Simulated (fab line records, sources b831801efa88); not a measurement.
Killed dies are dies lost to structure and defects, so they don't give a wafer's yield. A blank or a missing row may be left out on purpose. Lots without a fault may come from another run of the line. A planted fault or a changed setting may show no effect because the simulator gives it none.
Chamber matching | flow sfq_line | SFQ_TRILAYER_I6_CMP_CMP_166 on cmp-01: 4 sister chambers
The step polishes SiO2. 4 wafers are shown with their chamber, then 7 later ones without.

WAFERS WITH THEIR CHAMBER
wafer  | chamber | motor_current_A (A)
L162.1 | 0       | 10.1
L165.1 | 2       | 9.4
L165.6 | 1       | 8.2
L166.5 | 3       | 10.2

WAFERS WITHOUT THEIR CHAMBER
wafer  | motor_current_A (A)
L166.6 | 9.3
L167.3 | 8.8
L167.2 | 9.2
L167.5 | 8.9
L170.5 | 9.5
L170.6 | 9.8
L173.6 | 8.6

WHICH CHAMBER EACH WENT THROUGH
wafer  | from the rows above          | in truth
L166.6 | can't be placed: 2 or 0      | 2
L167.3 | can't be placed: 2 or 1 or 0 | 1
L167.2 | can't be placed: 2 or 0      | 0
L167.5 | can't be placed: 2 or 1 or 0 | 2
L170.5 | can't be placed: 2 or 0 or 3 | 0
L170.6 | can't be placed: 0 or 3 or 2 | 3
L173.6 | can't be placed: 1 or 2      | 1
Placed correctly: 0 of 7. Can't be placed from these rows: 7 (the true chamber is among the candidates in 7). Placed wrongly: 0.
How it was worked out, from the rows above alone: a wafer's distance from a chamber is the root of the sum, over the readings, of the square of ((its reading less the chamber's mean) divided by the reading's scatter). The wafer belongs to the nearest chamber; if the next one is less than 2 further off, it can't be placed. A chamber's mean is the mean of its shown wafers. The scatter: with one shown wafer a chamber, the root of the mean of the squares of how far each hidden wafer lies from its nearest shown one.
